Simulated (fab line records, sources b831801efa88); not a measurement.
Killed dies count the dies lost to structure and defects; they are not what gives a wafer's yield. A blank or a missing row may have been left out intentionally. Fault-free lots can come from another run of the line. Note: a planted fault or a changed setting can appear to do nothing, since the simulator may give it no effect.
Which tool was responsible?	flow gf180mcu	Sampling: 13 lots, 36 wafers, 5 of 602 route steps

## WHAT THE GAUGES READ, wafer by wafer
GF_MVSD_OVL_MEAS_07.
lot	measured	on	MVSD_OVL (nm)
L740	day 5 04:49	overlay-02	1.2 0.3 1.0
L741	day 5 05:22	overlay-01	-2.0 -0.7 -1.4
L744	day 5 13:56	overlay-01	-1.8 0.0 -0.3
L745	day 6 00:10	overlay-01	-0.4 -1.1 -3.0
L746	day 6 05:31	overlay-02	-1.1 1.3 -1.0
L748	day 6 13:55	overlay-02	-2.3 -2.0 -1.9
L753	day 7 19:24	overlay-01	1.9 -0.7 0.7
L756	day 8 14:52	overlay-01	1.9 2.0
L758	day 9 01:22	overlay-01	1.7 1.6
L759	day 9 04:40	overlay-01	-2.7 0.6
L760	day 9 15:15	overlay-02	1.7 1.7 0.6
L761	day 9 17:16	overlay-01	1.6 1.2 1.0
L762	day 9 22:06	overlay-02	-0.7 2.5 -0.8

GF_VT_IMPLANT_RS_MEAS_48: a four-point-probe measurement.
lot	measured	on	LVPWELL_RS (ohm/sq)
L740	day 8 10:41	film-metro-04	1202 1201 1200
L741	day 8 10:49	film-metro-02	1196 1197 1197
L744	day 8 19:43	film-metro-03	1195 1198 1196
L745	day 9 08:17	film-metro-02	1198 1193 1196
L746	day 9 14:38	film-metro-04	1195 1198 1198
L748	day 10 00:02	film-metro-02	1191 1198 1194
L753	day 11 10:41	film-metro-04	1199 1196 1195
L756	day 12 10:14	film-metro-03	1198 1154
L758	day 12 22:43	film-metro-04	1202 1153
L759	day 13 02:46	film-metro-04	1154 1196
L760	day 13 15:41	film-metro-03	1200 1202 1200
L761	day 13 16:45	film-metro-02	1192 1195 1194
L762	day 14 00:34	film-metro-02	1196 1193 1193

## WHAT TOOL EACH LOT RAN ON (gives the tool, then ch and the chambers of the sampled wafers, and finally the start)
lot	GF_NWELL_STRIP_10	GF_LVPWELL_IMPLANT_09	GF_VT_IMPLANT_STRIP_09
L740	plasma-asher-04 ch 0,1, day 4 01:35	implanter-01 ch 0, day 4 15:31	plasma-asher-02 ch 0,1, day 6 10:20
L741	plasma-asher-02 ch 0,1, day 4 01:41	implanter-04 ch 0, day 4 15:47	plasma-asher-03 ch 0,1, day 6 10:38
L744	plasma-asher-02 ch 1, day 4 09:35	implanter-02 ch 0, day 4 23:37	plasma-asher-03 ch 0,1, day 6 19:20
L745	plasma-asher-02 ch 0,1, day 4 19:32	implanter-01 ch 0, day 5 09:25	plasma-asher-04 ch 0,1, day 7 06:55
L746	plasma-asher-02 ch 0,1, day 5 00:08	implanter-02 ch 0, day 5 14:31	plasma-asher-04 ch 0,1, day 7 12:19
L748	plasma-asher-04 ch 0,1, day 5 08:23	implanter-01 ch 0, day 5 22:49	plasma-asher-04 ch 0,1, day 7 21:52
L753	plasma-asher-02 ch 0, day 6 12:34	implanter-02 ch 0, day 7 03:35	plasma-asher-04 ch 0,1, day 9 04:22
L756	plasma-asher-03 ch 0, day 7 06:43	implanter-01 ch 0, day 7 22:40	plasma-asher-04 ch 0, day 10 01:32
L758	plasma-asher-02 ch 1, day 7 16:29	implanter-01 ch 0, day 8 09:06	plasma-asher-04 ch 0, day 10 12:53
L759	plasma-asher-04 ch 0,1, day 7 20:15	implanter-01 ch 0, day 8 12:29	plasma-asher-02 ch 0,1, day 10 16:23
L760	plasma-asher-04 ch 0,1, day 8 05:35	implanter-02 ch 0, day 8 22:13	plasma-asher-04 ch 0,1, day 11 03:26
L761	plasma-asher-03 ch 0,1, day 8 07:50	implanter-02 ch 0, day 9 00:09	plasma-asher-03 ch 0,1, day 11 05:20
L762	plasma-asher-04 ch 1, day 8 12:26	implanter-04 ch 0, day 9 04:43	plasma-asher-04 ch 0,1, day 11 11:22
- GF_NWELL_STRIP_10: strips in O2/N2.
- GF_LVPWELL_IMPLANT_09
- GF_VT_IMPLANT_STRIP_09: strips in O2/N2.

## AS READ BY THE TOOLS THEMSELVES (means over the sampled wafers that have a number; for cases with no such wafer, the mark the record gives instead)
GF_NWELL_STRIP_10.
lot	tool	drypump-motor-current-A (A)	heater-power-w (W)	oes-product-au (a.u.)	strip-time-to-endpoint-s (s)
L740	plasma-asher-04	5.4	299	0.722	36.95
L741	plasma-asher-02	5.8	347	0.722	36.94
L744	plasma-asher-02	5.7	359	0.725	36.90
L745	plasma-asher-02	5.8	346	0.723	36.94
L746	plasma-asher-02	5.8	346	0.724	37.00
L748	plasma-asher-04	5.8	308	0.722	36.85
L753	plasma-asher-02	6.0	312	0.723	36.76
L756	plasma-asher-03	6.5	336	0.720	37.05
L758	plasma-asher-02	5.7	350	0.720	36.88
L759	plasma-asher-04	5.7	298	0.719	36.88
L760	plasma-asher-04	5.4	297	0.723	36.92
L761	plasma-asher-03	6.3	332	0.722	36.93
L762	plasma-asher-04	5.1	283	0.723	36.82

GF_LVPWELL_IMPLANT_09.
lot	tool	beam-energy-keV	beam-on-s (s)	faraday-current-uA
L740	implanter-01	59.994	10.12	27.9
L741	implanter-04	59.997	9.98	28.4
L744	implanter-02	59.994	10.04	28.1
L745	implanter-01	60.016	9.98	28.3
L746	implanter-02	60.014	10.05	28.1
L748	implanter-01	59.992	10.20	27.7
L753	implanter-02	59.981	10.20	27.6
L756	implanter-01	59.986	11.20	25.5
L758	implanter-01	60.004	11.24	25.4
L759	implanter-01	60.013	11.15	25.6
L760	implanter-02	59.977	10.08	27.9
L761	implanter-02	59.996	10.23	27.6
L762	implanter-04	59.983	9.94	28.4

GF_VT_IMPLANT_STRIP_09.
lot	tool	drypump-motor-current-A (A)	heater-power-w (W)	oes-product-au (a.u.)	strip-time-to-endpoint-s (s)
L740	plasma-asher-02	5.9	323	0.715	12.63
L741	plasma-asher-03	6.3	336	0.719	12.62
L744	plasma-asher-03	6.4	332	0.719	12.64
L745	plasma-asher-04	5.5	295	0.715	12.59
L746	plasma-asher-04	5.4	293	0.715	12.64
L748	plasma-asher-04	5.8	304	0.718	12.53
L753	plasma-asher-04	5.8	303	0.714	12.60
L756	plasma-asher-04	6.1	318	0.716	12.64
L758	plasma-asher-04	6.1	324	0.715	12.61
L759	plasma-asher-02	5.8	332	0.716	12.59
L760	plasma-asher-04	5.4	294	0.716	12.62
L761	plasma-asher-03	6.1	323	0.720	12.60
L762	plasma-asher-04	5.8	310	0.713	12.65

## THE ANSWER, worked out from the rows above alone
Rule: the lots themselves supply what counts as usual. Put in order of their means at a reading, lots are off if they are a third of the lots or fewer, leave a main group of 4 or more, and stand apart from it by a gap of 3 or more times the standard deviation of the main group's means; of several such gaps the widest counts. The tables above print the reading to a certain number of digits; a main group whose means all agree to those digits is not used. Also off: a lot with no number at a reading for which 4 or more lots have one. The other lots that the step has rows for count as sound. After the gauges, taken in route order, come the tools' own readings; for these a lot's mean is taken, as printed above. The first step at which some lot is off is used, and at that step the reading that is off furthest; a lot without a number counts as furthest.
Off: L756, L758, L759, at GF_VT_IMPLANT_RS_MEAS_48 (LVPWELL_RS). Main group: mean 1197 ohm/sq, sd 2.4.
A tool fits if, at a process step before that reading, it ran every lot that is off, and no sound lot after the first of them. The gauges at GF_VT_IMPLANT_RS_MEAS_48 aren't tried: what is off there is off at GF_LVPWELL_IMPLANT_09 too, on other tools, and a gauge's error can't cause that. One candidate fits, namely implanter-01 at GF_LVPWELL_IMPLANT_09. A fault onset in the window from L748 (day 5 22:49, its last sound lot) to L756 (day 7 22:40, its first lot off) fits.
The tool's own readings at GF_LVPWELL_IMPLANT_09 bear it out: on the lots that are off they differ by more than 5 times the standard deviation of the sound lots' means. beam-on-s reads 11.20 s there against 10.08 s on the sound lots; faraday-current-uA reads 25.5 there against 28.0 on the sound lots.

## WHAT THE SIMULATOR PUT IN
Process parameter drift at GF_LVPWELL_IMPLANT_09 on implanter-01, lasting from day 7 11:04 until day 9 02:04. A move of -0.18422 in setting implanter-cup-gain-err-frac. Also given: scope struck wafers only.
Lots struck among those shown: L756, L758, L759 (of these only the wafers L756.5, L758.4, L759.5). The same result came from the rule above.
